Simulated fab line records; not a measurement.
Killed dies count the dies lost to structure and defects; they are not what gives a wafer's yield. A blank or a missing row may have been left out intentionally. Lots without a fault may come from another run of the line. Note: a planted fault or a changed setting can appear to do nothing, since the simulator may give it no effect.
fab line records	flow gf180mcu	part 1 of 2: steps 1 to 43 of 44
[record] lots = 7	wafers = 21	lastDay = 34
route steps=602 shown POLY_GATE@173 HV_LDD@176 PASSIVATION@602
lots untouched by any fault: they come from a run of this same line in which no faults occurred
startH: hours from the record's first day to the start of the lot's first wafer shown	waitH: time in hours since the lot's previous step	" identical to the entry in the row above	L1.1+2: several wafers, shown together as one row	- no value, or no start was given	* or withheld: withheld	< > ~ a bound
route shown NAME@n: NAME is a module with steps in the file, n the number in the route of the first one	usual: mean and standard deviation over wafers with no fault	same: alike in all rows	chamber/n: place in a boat	sites: per-site readings	_std_site: standard deviation of those values	_edge_site: outer sites' mean less inner sites'	radiusMm: how far each site lies from the wafer's centre	mask NAME#n: copy n	behind: the most recent tool/chamber to have shaped the wafer	hold: what put the lot on hold/how long, in hours/how the hold closed	device: names the non-switching transistor (n, p or np)	end of line: tests of these same wafers at the route's end	where a step has no rows: the recipe by itself	killed: not the wafer's yield, but the dies lost to structure and defects at the first sort	map: a wafer's dies, x killed, . not, _ none there
set.NAME: the setting the step ran with; set.NAME@STEP: the setting that earlier step ran with	model.NAME: the simulator's own value behind a step, which no gauge read
a table for each step, a row for each wafer; lots at some steps of the route
services: a tool's chamber out of use, with start hour (startH, from the record's first day; less than 0 if before it), hours out, and reason
[[steps]]
[step GF_POLY_GATE_OXIDATION_16]
[recipe] tempC = 850	ambient = O2	stabiliseS = 600	purgeS = 300	targetThkA = 40	oxTimeS = 899
[step GF_POLY_GATE_THK_MEAS_17]
[recipe] reads = SiO2_of_POLY_GATE_OXIDATION_16
[usual] POLY_GATE_OXIDATION_THK = 4.04/0.082
lot.wafer	tool	chamber	startH	waitH	POLY_GATE_OXIDATION_THK[nm]
L694.1	filmMetro-01	-	197.15	0.0	3.95
L694.4	"	-	"	"	3.99
L694.5	"	-	"	"	3.97
L698.3	filmMetro-01	-	225.92	0.0	3.96
L698.4	"	-	"	"	4.00
L698.6	"	-	"	"	3.96
L703.1	filmMetro-03	-	263.31	0.0	4.01
L703.2	"	-	"	"	4.01
L703.5	"	-	"	"	3.94
L704.1	filmMetro-03	-	270.80	0.0	4.12
L704.3	"	-	"	"	4.12
L704.5	"	-	"	"	4.13
L705.2	filmMetro-04	-	275.97	0.0	3.87
L705.4	"	-	"	"	3.88
L705.5	"	-	"	"	3.93
L710.1	filmMetro-04	-	312.76	0.0	3.89
L710.2	"	-	"	"	3.94
L710.4	"	-	"	"	4.04
L717.2	filmMetro-03	-	365.92	0.0	4.10
L717.5	"	-	"	"	4.17
L717.6	"	-	"	"	4.13
[step GF_POLY_GATE_CD_MEAS_18]
[usual] cdNm = 279.7/2.5
lot.wafer	tool	chamber	startH	waitH	cdNm
L694.1	cdSem-02	-	197.21	0.1	278.5
L694.4	"	-	"	"	282.2
L694.5	"	-	"	"	279.8
L698.3	cdSem-02	-	226.02	0.1	280.4
L698.4	"	-	"	"	282.7
L698.6	"	-	"	"	281.6
L703.1	cdSem-01	-	263.37	0.1	276.6
L703.2	"	-	"	"	281.1
L703.5	"	-	"	"	278.4
L704.1	cdSem-02	-	270.86	0.1	282.2
L704.3	"	-	"	"	280.8
L704.5	"	-	"	"	279.9
L705.2	cdSem-02	-	276.05	0.1	276.4
L705.4	"	-	"	"	280.1
L705.5	"	-	"	"	279.0
L710.1	cdSem-01	-	312.82	0.1	280.8
L710.2	"	-	"	"	278.9
L710.4	"	-	"	"	280.5
L717.2	cdSem-02	-	366.00	0.1	279.8
L717.5	"	-	"	"	278.8
L717.6	"	-	"	"	276.2
[step GF_HV_LDD_DEHYDRATE_00]
[recipe] tempC = 200	timeS = 60
[step GF_HV_LDD_HMDS_01]
[recipe] primeTimeS = 60	primeTempC = 120
[step GF_HV_LDD_COAT_02]
[recipe] resist = NOVOLAK	spinRpm = 3000	resistThkNm = 1000
[step GF_HV_LDD_SOFTBAKE_03]
[recipe] tempC = 90	timeS = 60	resist = NOVOLAK
[step GF_HV_LDD_EXPOSE_04]
[recipe] maskId = Nplus_LV_AREA	targetCdNm = 400	na = 0.6	sourceShape = conventional	sigmaOuter = 0.6	doseMj = 140
[step GF_HV_LDD_PEB_05]
[recipe] tempC = withheld	timeS = *	resist = NOVOLAK
[step GF_HV_LDD_DEVELOP_06]
[recipe] developTimeS = 60	devTempC = 23
[step GF_HV_LDD_CD_MEAS_07]
[recipe] targetCdNm = 400
[usual] cdNm = 399.5/2.5
lot.wafer	tool	chamber	startH	waitH	cdNm
L694.1	cdSem-01	-	214.15	0.1	395.8
L694.4	"	-	"	"	399.0
L694.5	"	-	"	"	397.7
L698.3	cdSem-01	-	244.81	0.1	399.8
L698.4	"	-	"	"	398.0
L698.6	"	-	"	"	400.8
L703.1	cdSem-02	-	282.90	0.1	401.5
L703.2	"	-	"	"	399.8
L703.5	"	-	"	"	401.8
L704.1	cdSem-02	-	290.50	0.1	401.4
L704.3	"	-	"	"	401.2
L704.5	"	-	"	"	403.0
L705.2	cdSem-02	-	295.97	0.1	399.8
L705.4	"	-	"	"	400.0
L705.5	"	-	"	"	398.3
L710.1	cdSem-01	-	333.45	0.1	400.3
L710.2	"	-	"	"	399.6
L710.4	"	-	"	"	403.7
L717.2	cdSem-01	-	388.89	0.1	398.9
L717.5	"	-	"	"	397.5
L717.6	"	-	"	"	399.1
[step GF_HV_LDD_OVL_MEAS_08]
[usual] HV_LDD_OVL = -1.0/1.1
lot.wafer	tool	chamber	startH	waitH	HV_LDD_OVL[nm]
L694.1	overlay-01	-	214.27	0.1	0.9
L694.4	"	-	"	"	-2.2
L694.5	"	-	"	"	-1.0
L698.3	overlay-01	-	244.90	0.1	-2.4
L698.4	"	-	"	"	-1.0
L698.6	"	-	"	"	-0.6
L703.1	overlay-01	-	283.02	0.1	-1.7
L703.2	"	-	"	"	-1.9
L703.5	"	-	"	"	0.0
L704.1	overlay-01	-	290.62	0.1	-3.4
L704.3	"	-	"	"	-3.2
L704.5	"	-	"	"	-1.0
L705.2	overlay-01	-	296.07	0.1	-1.2
L705.4	"	-	"	"	-1.8
L705.5	"	-	"	"	-0.5
L710.1	overlay-02	-	333.57	0.1	-1.1
L710.2	"	-	"	"	-1.2
L710.4	"	-	"	"	-1.1
L717.2	overlay-02	-	388.99	0.1	-0.5
L717.5	"	-	"	"	-2.3
L717.6	"	-	"	"	0.3
[step GF_HV_LDD_IMPLANT_09]
[recipe] species = As	energyKev = 40	doseCm2 = 1e+14	tiltDeg = 7
[usual] doseIonsCm2 = 1.0001e+14/1.1e+11
lot.wafer	tool	chamber	startH	waitH	doseIonsCm2
L694.1	implanter-04	0	214.30	0.0	1.0005e+14
L694.4	"	0	"	"	9.98e+13
L694.5	"	0	"	"	1.0001e+14
L698.3	implanter-04	0	244.97	0.1	1.0014e+14
L698.4	"	0	"	"	9.991e+13
L698.6	"	0	"	"	1.0011e+14
L703.1	implanter-04	0	283.05	0.0	9.781e+13
L703.2	"	0	"	"	9.777e+13
L703.5	"	0	"	"	9.777e+13
L704.1	implanter-04	0	290.65	0.0	9.777e+13
L704.3	"	0	"	"	9.788e+13
L704.5	"	0	"	"	9.779e+13
L705.2	implanter-04	0	296.13	0.0	9.778e+13
L705.4	"	0	"	"	9.787e+13
L705.5	"	0	"	"	9.794e+13
L710.1	implanter-02	0	333.60	0.0	1.0008e+14
L710.2	"	0	"	"	1.0001e+14
L710.4	"	0	"	"	1.001e+14
L717.2	implanter-04	0	389.05	0.0	9.985e+13
L717.5	"	0	"	"	1.0006e+14
L717.6	"	0	"	"	1.0003e+14
[step GF_HV_LDD_STRIP_10]
[recipe] chemistry = O2/N2	powerW = 1400	pressureMtorr = 1500	platenTempC = 250	o2FlowSccm = 3000	n2FlowSccm = 300	overashFraction = 0.5
[usual] drypumpMotorCurrentA = 5.5/0.31	heaterPowerW = 346/46	oesProductAu = 0.716/0.0047	stripTimeToEndpointS = 12.63/0.031
lot.wafer	tool	chamber	startH	waitH	drypumpMotorCurrentA	heaterPowerW	oesProductAu	rfHoursCounterH	stripTimeToEndpointS
L694.1	plasmaAsher-02	1	214.45	0.1	5.3	315	0.718	51	12.64
L694.4	"	0	"	"	5.1	432	0.720	-	12.70
L694.5	"	1	"	"	5.3	314	0.717	-	12.64
L698.3	plasmaAsher-04	0	245.11	0.1	5.7	376	0.716	-	12.61
L698.4	"	1	"	"	5.5	337	0.711	-	12.60
L698.6	"	0	"	"	5.6	384	0.723	-	12.60
L703.1	plasmaAsher-03	0	283.20	0.1	5.4	295	0.711	55	12.65
L703.2	"	1	"	"	6.1	334	0.719	55	12.63
L703.5	"	0	"	"	5.4	284	0.708	-	12.66
L704.1	plasmaAsher-02	1	290.80	0.1	5.3	318	0.715	58	12.62
L704.3	"	0	"	"	5.1	430	0.717	-	12.59
L704.5	"	1	"	"	5.3	307	0.724	-	12.61
L705.2	plasmaAsher-03	1	296.25	0.1	6.0	339	0.719	56	12.65
L705.4	"	1	"	"	6.1	335	0.724	-	12.58
L705.5	"	0	"	"	5.4	298	0.708	-	12.65
L710.1	plasmaAsher-02	1	333.75	0.1	5.3	312	0.720	63	12.63
L710.2	"	0	"	"	5.1	435	0.707	63	12.56
L710.4	"	0	"	"	5.1	429	0.717	-	12.59
L717.2	plasmaAsher-04	0	389.17	0.1	5.6	373	0.714	29	12.64
L717.5	"	0	"	"	5.6	375	0.714	-	12.64
L717.6	"	1	"	"	5.5	333	0.716	-	12.61
[step GF_HV_LDD_TW_MEAS_11]
[usual] HV_LDD_TW = 2404/25
lot.wafer	tool	chamber	startH	waitH	HV_LDD_TW
L694.1	filmMetro-02	-	214.55	0.1	2378
L694.4	"	-	"	"	2389
L694.5	"	-	"	"	2366
L698.3	filmMetro-02	-	245.19	0.1	2375
L698.4	"	-	"	"	2367
L698.6	"	-	"	"	2367
L703.1	filmMetro-04	-	283.30	0.1	2417
L703.2	"	-	"	"	2432
L703.5	"	-	"	"	2428
L704.1	filmMetro-01	-	291.00	0.2	2407
L704.3	"	-	"	"	2399
L704.5	"	-	"	"	2407
L705.2	filmMetro-04	-	296.36	0.1	2424
L705.4	"	-	"	"	2418
L705.5	"	-	"	"	2416
L710.1	filmMetro-04	-	333.85	0.1	2422
L710.2	"	-	"	"	2432
L710.4	"	-	"	"	2440
L717.2	filmMetro-01	-	389.28	0.1	2408
L717.5	"	-	"	"	2410
L717.6	"	-	"	"	2415
[step GF_HV_LDD_DEHYDRATE_12]
[recipe] tempC = 200	timeS = 60
[step GF_HV_LDD_HMDS_13]
[recipe] primeTimeS = 60	primeTempC = 120
[step GF_HV_LDD_COAT_14]
[recipe] resist = NOVOLAK	spinRpm = 3000	resistThkNm = 1000
[step GF_HV_LDD_SOFTBAKE_15]
[recipe] tempC = 90	timeS = 60	resist = NOVOLAK
[step GF_HV_LDD_EXPOSE_16]
[recipe] maskId = Pplus_LV_AREA	targetCdNm = 400	na = 0.6	sourceShape = conventional	sigmaOuter = 0.6	doseMj = 140
[step GF_HV_LDD_PEB_17]
[recipe] tempC = withheld	timeS = *	resist = NOVOLAK
[step GF_HV_LDD_DEVELOP_18]
[recipe] developTimeS = 60	devTempC = 23
[step GF_HV_LDD_CD_MEAS_19]
[recipe] targetCdNm = 400
[usual] cdNm = 400.0/2.3
lot.wafer	tool	chamber	startH	waitH	cdNm
L694.1	cdSem-01	-	233.02	0.1	401.2
L694.4	"	-	"	"	401.9
L694.5	"	-	"	"	402.1
L698.3	cdSem-01	-	264.19	0.1	394.1
L698.4	"	-	"	"	396.9
L698.6	"	-	"	"	396.8
L703.1	cdSem-02	-	302.57	0.1	400.7
L703.2	"	-	"	"	399.7
L703.5	"	-	"	"	400.7
L704.1	cdSem-01	-	310.50	0.1	401.7
L704.3	"	-	"	"	400.6
L704.5	"	-	"	"	401.8
L705.2	cdSem-01	-	316.09	0.1	397.1
L705.4	"	-	"	"	394.2
L705.5	"	-	"	"	396.0
L710.1	cdSem-01	-	354.32	0.1	399.9
L710.2	"	-	"	"	399.6
L710.4	"	-	"	"	399.2
L717.2	cdSem-01	-	412.71	0.1	399.7
L717.5	"	-	"	"	398.3
L717.6	"	-	"	"	400.0
[step GF_HV_LDD_OVL_MEAS_20]
[usual] HV_LDD_01_OVL = -0.5/1.5
lot.wafer	tool	chamber	startH	waitH	HV_LDD_01_OVL[nm]
L694.1	overlay-01	-	233.14	0.1	-0.2
L694.4	"	-	"	"	-2.9
L694.5	"	-	"	"	-2.1
L698.3	overlay-01	-	264.28	0.1	0.7
L698.4	"	-	"	"	-0.7
L698.6	"	-	"	"	0.3
L703.1	overlay-02	-	302.69	0.1	-3.5
L703.2	"	-	"	"	-2.2
L703.5	"	-	"	"	-1.5
L704.1	overlay-02	-	310.62	0.1	-0.8
L704.3	"	-	"	"	0.1
L704.5	"	-	"	"	-1.1
L705.2	overlay-01	-	316.19	0.1	-3.5
L705.4	"	-	"	"	-2.2
L705.5	"	-	"	"	-0.4
L710.1	overlay-01	-	354.44	0.1	0.7
L710.2	"	-	"	"	-0.4
L710.4	"	-	"	"	-0.3
L717.2	overlay-01	-	412.82	0.1	2.6
L717.5	"	-	"	"	2.2
L717.6	"	-	"	"	2.3
[step GF_HV_LDD_IMPLANT_21]
[recipe] species = BF2	energyKev = 25	doseCm2 = 5e+13	tiltDeg = 7
[step GF_HV_LDD_STRIP_22]
[recipe] chemistry = O2/N2	powerW = 1400	pressureMtorr = 1500	platenTempC = 250	o2FlowSccm = 3000	n2FlowSccm = 300	overashFraction = 0.5
[usual] drypumpMotorCurrentA = 5.5/0.32	heaterPowerW = 348/51	oesProductAu = 0.716/0.0047	stripTimeToEndpointS = 12.64/0.036
lot.wafer	tool	chamber	startH	waitH	drypumpMotorCurrentA	heaterPowerW	oesProductAu	rfHoursCounterH	stripTimeToEndpointS
L694.1	plasmaAsher-04	1	233.32	0.1	5.5	326	0.716	12	12.61
L694.4	"	0	"	"	5.7	379	0.708	-	12.63
L694.5	"	1	"	"	5.5	329	0.715	-	12.65
L698.3	plasmaAsher-03	1	264.49	0.1	6.1	336	0.718	-	12.61
L698.4	"	0	"	"	5.4	290	0.709	-	12.62
L698.6	"	1	"	"	6.1	340	0.717	-	12.66
L703.1	plasmaAsher-02	1	302.87	0.1	5.3	309	0.712	59	12.65
L703.2	"	0	"	"	5.1	441	0.715	59	12.61
L703.5	"	1	"	"	5.3	313	0.719	-	12.61
L704.1	plasmaAsher-04	1	310.80	0.1	5.5	334	0.705	21	12.63
L704.3	"	0	"	"	5.7	376	0.722	-	12.65
L704.5	"	1	"	"	5.5	332	0.710	-	12.67
L705.2	plasmaAsher-02	0	316.37	0.1	5.1	435	0.716	61	12.57
L705.4	"	0	"	"	5.1	426	0.721	-	12.59
L705.5	"	0	"	"	5.1	429	0.715	-	12.58
L710.1	plasmaAsher-04	0	354.62	0.1	5.7	364	0.709	25	12.63
L710.2	"	1	"	"	5.5	331	0.711	25	12.64
L710.4	"	1	"	"	5.5	333	0.720	-	12.65
L717.2	plasmaAsher-03	0	413.00	0.1	5.4	297	0.711	69	12.65
L717.5	"	0	"	"	5.4	292	0.716	-	12.70
L717.6	"	1	"	"	6.1	342	0.719	-	12.67
[step GF_HV_LDD_TW_MEAS_23]
[usual] HV_LDD_2_TW = 1056/12
lot.wafer	tool	chamber	startH	waitH	HV_LDD_2_TW
L694.1	filmMetro-02	-	233.42	0.1	1035
L694.4	"	-	"	"	1034
L694.5	"	-	"	"	1036
L698.3	filmMetro-01	-	264.58	0.1	1048
L698.4	"	-	"	"	1051
L698.6	"	-	"	"	1051
L703.1	filmMetro-04	-	302.97	0.1	1064
L703.2	"	-	"	"	1067
L703.5	"	-	"	"	1066
L704.1	filmMetro-04	-	310.90	0.1	1070
L704.3	"	-	"	"	1065
L704.5	"	-	"	"	1066
L705.2	filmMetro-04	-	316.48	0.1	1061
L705.4	"	-	"	"	1065
L705.5	"	-	"	"	1062
L710.1	filmMetro-04	-	354.72	0.1	1070
L710.2	"	-	"	"	1070
L710.4	"	-	"	"	1069
L717.2	filmMetro-02	-	413.11	0.1	1042
L717.5	"	-	"	"	1037
L717.6	"	-	"	"	1045
[step GF_HV_LDD_DEHYDRATE_24]
[recipe] tempC = 200	timeS = 60
[step GF_HV_LDD_HMDS_25]
[recipe] primeTimeS = 60	primeTempC = 120
[step GF_HV_LDD_COAT_26]
[recipe] resist = NOVOLAK	spinRpm = 3000	resistThkNm = 1000
[step GF_HV_LDD_SOFTBAKE_27]
[recipe] tempC = 90	timeS = 60	resist = NOVOLAK
[step GF_HV_LDD_EXPOSE_28]
[recipe] maskId = Nplus_HV_AREA	targetCdNm = 400	na = 0.6	sourceShape = conventional	sigmaOuter = 0.6	doseMj = 140
[step GF_HV_LDD_PEB_29]
[recipe] tempC = withheld	timeS = *	resist = NOVOLAK
[step GF_HV_LDD_DEVELOP_30]
[recipe] developTimeS = 60	devTempC = 23
[step GF_HV_LDD_CD_MEAS_31]
[recipe] targetCdNm = 400
[usual] cdNm = 399.9/2.3
lot.wafer	tool	chamber	startH	waitH	cdNm
L694.1	cdSem-02	-	252.14	0.2	398.4
L694.4	"	-	"	"	398.9
L694.5	"	-	"	"	398.1
L698.3	cdSem-01	-	284.76	0.1	401.9
L698.4	"	-	"	"	401.0
L698.6	"	-	"	"	402.3
L703.1	cdSem-02	-	323.35	0.1	401.0
L703.2	"	-	"	"	400.0
L703.5	"	-	"	"	398.0
L704.1	cdSem-02	-	331.20	0.1	397.6
L704.3	"	-	"	"	397.7
L704.5	"	-	"	"	399.0
L705.2	cdSem-02	-	337.24	0.1	401.8
L705.4	"	-	"	"	399.6
L705.5	"	-	"	"	399.3
L710.1	cdSem-02	-	376.70	0.1	396.6
L710.2	"	-	"	"	395.3
L710.4	"	-	"	"	395.5
L717.2	cdSem-01	-	436.82	0.1	398.2
L717.5	"	-	"	"	397.7
L717.6	"	-	"	"	398.0
[step GF_HV_LDD_OVL_MEAS_32]
[usual] HV_LDD_02_OVL = 0.5/1.3
lot.wafer	tool	chamber	startH	waitH	HV_LDD_02_OVL[nm]
L694.1	overlay-01	-	252.26	0.1	0.5
L694.4	"	-	"	"	0.4
L694.5	"	-	"	"	-0.7
L698.3	overlay-02	-	284.85	0.1	0.2
L698.4	"	-	"	"	-0.1
L698.6	"	-	"	"	0.9
L703.1	overlay-01	-	323.47	0.1	2.8
L703.2	"	-	"	"	2.1
L703.5	"	-	"	"	2.0
L704.1	overlay-02	-	331.32	0.1	0.3
L704.3	"	-	"	"	1.1
L704.5	"	-	"	"	1.8
L705.2	overlay-02	-	337.34	0.1	0.6
L705.4	"	-	"	"	2.1
L705.5	"	-	"	"	1.9
L710.1	overlay-02	-	376.82	0.1	0.8
L710.2	"	-	"	"	-0.3
L710.4	"	-	"	"	-1.0
L717.2	overlay-02	-	436.93	0.1	0.9
L717.5	"	-	"	"	0.0
L717.6	"	-	"	"	2.9
[step GF_HV_LDD_IMPLANT_33]
[recipe] species = P	energyKev = 60	doseCm2 = 7.5e+12	tiltDeg = 30	rotationDeg = 0
[step GF_HV_LDD_IMPLANT_34]
[recipe] species = P	energyKev = 60	doseCm2 = 7.5e+12	tiltDeg = 30	rotationDeg = 90
[step GF_HV_LDD_IMPLANT_35]
[recipe] species = P	energyKev = 60	doseCm2 = 7.5e+12	tiltDeg = 30	rotationDeg = 180
[step GF_HV_LDD_IMPLANT_36]
[recipe] species = P	energyKev = 60	doseCm2 = 7.5e+12	tiltDeg = 30	rotationDeg = 270
[step GF_HV_LDD_STRIP_37]
[recipe] chemistry = O2/N2	powerW = 1400	pressureMtorr = 1500	platenTempC = 250	o2FlowSccm = 3000	n2FlowSccm = 300	overashFraction = 0.5
[usual] drypumpMotorCurrentA = 5.5/0.33	heaterPowerW = 342/46	oesProductAu = 0.716/0.0046	stripTimeToEndpointS = 12.65/0.042
lot.wafer	tool	chamber	startH	waitH	drypumpMotorCurrentA	heaterPowerW	oesProductAu	rfHoursCounterH	stripTimeToEndpointS
L694.1	plasmaAsher-02	0	252.89	0.1	5.1	434	0.716	54	12.63
L694.4	"	1	"	"	5.3	314	0.708	-	12.62
L694.5	"	1	"	"	5.3	317	0.714	-	12.64
L698.3	plasmaAsher-03	1	285.51	0.1	6.1	327	0.712	-	12.61
L698.4	"	0	"	"	5.4	295	0.716	-	12.65
L698.6	"	1	"	"	6.1	346	0.727	-	12.60
L703.1	plasmaAsher-03	1	324.11	0.1	6.1	341	0.718	59	12.65
L703.2	"	0	"	"	5.4	298	0.713	59	12.65
L703.5	"	1	"	"	6.1	347	0.709	-	12.63
L704.1	plasmaAsher-03	0	331.95	0.1	5.4	294	0.722	60	12.70
L704.3	"	1	"	"	6.1	350	0.718	-	12.67
L704.5	"	0	"	"	5.4	301	0.714	-	12.69
L705.2	plasmaAsher-04	0	337.97	0.1	5.7	375	0.713	23	12.67
L705.4	"	1	"	"	5.5	332	0.719	-	12.63
L705.5	"	1	"	"	5.5	329	0.717	-	12.63
L710.1	plasmaAsher-02	1	377.45	0.1	5.3	310	0.705	67	12.68
L710.2	"	0	"	"	5.1	449	0.713	67	12.71
L710.4	"	1	"	"	5.3	312	0.717	-	12.73
L717.2	plasmaAsher-03	0	437.56	0.1	5.4	298	0.714	72	12.71
L717.5	"	0	"	"	5.4	298	0.722	-	12.72
L717.6	"	1	"	"	6.1	341	0.716	-	12.70
[step GF_HV_LDD_TW_MEAS_38]
[usual] HV_LDD_3_TW = 1439/12
lot.wafer	tool	chamber	startH	waitH	HV_LDD_3_TW
L694.1	filmMetro-04	-	252.99	0.1	1453
L694.4	"	-	"	"	1457
L694.5	"	-	"	"	1458
L698.3	filmMetro-04	-	285.59	0.1	1448
L698.4	"	-	"	"	1456
L698.6	"	-	"	"	1445
L703.1	filmMetro-04	-	324.21	0.1	1439
L703.2	"	-	"	"	1448
L703.5	"	-	"	"	1451
L704.1	filmMetro-01	-	332.05	0.1	1440
L704.3	"	-	"	"	1429
L704.5	"	-	"	"	1439
L705.2	filmMetro-02	-	338.08	0.1	1419
L705.4	"	-	"	"	1415
L705.5	"	-	"	"	1429
L710.1	filmMetro-01	-	377.55	0.1	1438
L710.2	"	-	"	"	1432
L710.4	"	-	"	"	1437
L717.2	filmMetro-01	-	437.67	0.1	1436
L717.5	"	-	"	"	1437
L717.6	"	-	"	"	1434
[step GF_HV_LDD_RS_MEAS_53]
[recipe] thkMeasGauge = four-point-probe
[usual] HV_LDD_RS = 418.6/0.96
lot.wafer	tool	chamber	startH	waitH	HV_LDD_RS[ohm/sq]
L694.1	filmMetro-04	-	272.36	0.1	419.3
L694.4	"	-	"	"	419.2
L694.5	"	-	"	"	419.1
L698.3	filmMetro-01	-	305.60	0.1	419.2
L698.4	"	-	"	"	419.0
L698.6	"	-	"	"	419.2
L703.1	filmMetro-04	-	345.55	0.1	422.2
L703.2	"	-	"	"	423.1
L703.5	"	-	"	"	423.1
L704.1	filmMetro-02	-	353.65	0.1	421.7
L704.3	"	-	"	"	421.5
L704.5	"	-	"	"	422.5
L705.2	filmMetro-02	-	359.65	0.1	421.6
L705.4	"	-	"	"	422.6
L705.5	"	-	"	"	421.8
L710.1	filmMetro-01	-	400.45	0.1	417.2
L710.2	"	-	"	"	418.6
L710.4	"	-	"	"	417.6
L717.2	filmMetro-04	-	462.27	0.1	417.4
L717.5	"	-	"	"	417.6
L717.6	"	-	"	"	418.2
[[key]]
[firstSign] step = GF_HV_LDD_IMPLANT_09	reading = doseIonsCm2	direction = down	sigmas = 21	usual = 1.0001e+14	struck = 9.782e+13
[effect] step = GF_HV_LDD_RS_MEAS_53	reading = HV_LDD_RS	direction = up	sigmas = 3.9	usual = 418.6	struck = 422.2
[modelEffect] step = GF_PASSIVATION_PROBE_99	value = etest.nldd_3p3.rsOhmSq	without = 687.4	struck = 699.7
metAt GF_HV_LDD_IMPLANT_09
struckWafers L703.1,L703.2,L703.5,L704.1,L704.3,L704.5,L705.2,L705.4,L705.5
testerLeftOut L703,L704,L705
onsetBetween 244.97 283.05
[fault] kind = processParameterDrift	tool = implanter-04	chamber = -	onsetH = 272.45	steps = GF_HV_LDD_IMPLANT_09	channel = doseCm2	offset = -2.1898e+12	shape = step	endH = 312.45	actsIn = theseRecipesOnly	stated = 1e+14
// testerLeftOut: of these lots the tester's yield and bins aren't shown, on N5 and GAA mostly nor the transistor test; their killed dies are dies lost to structure and defects alone, not to doping, threshold or leakage, so they don't give the yield
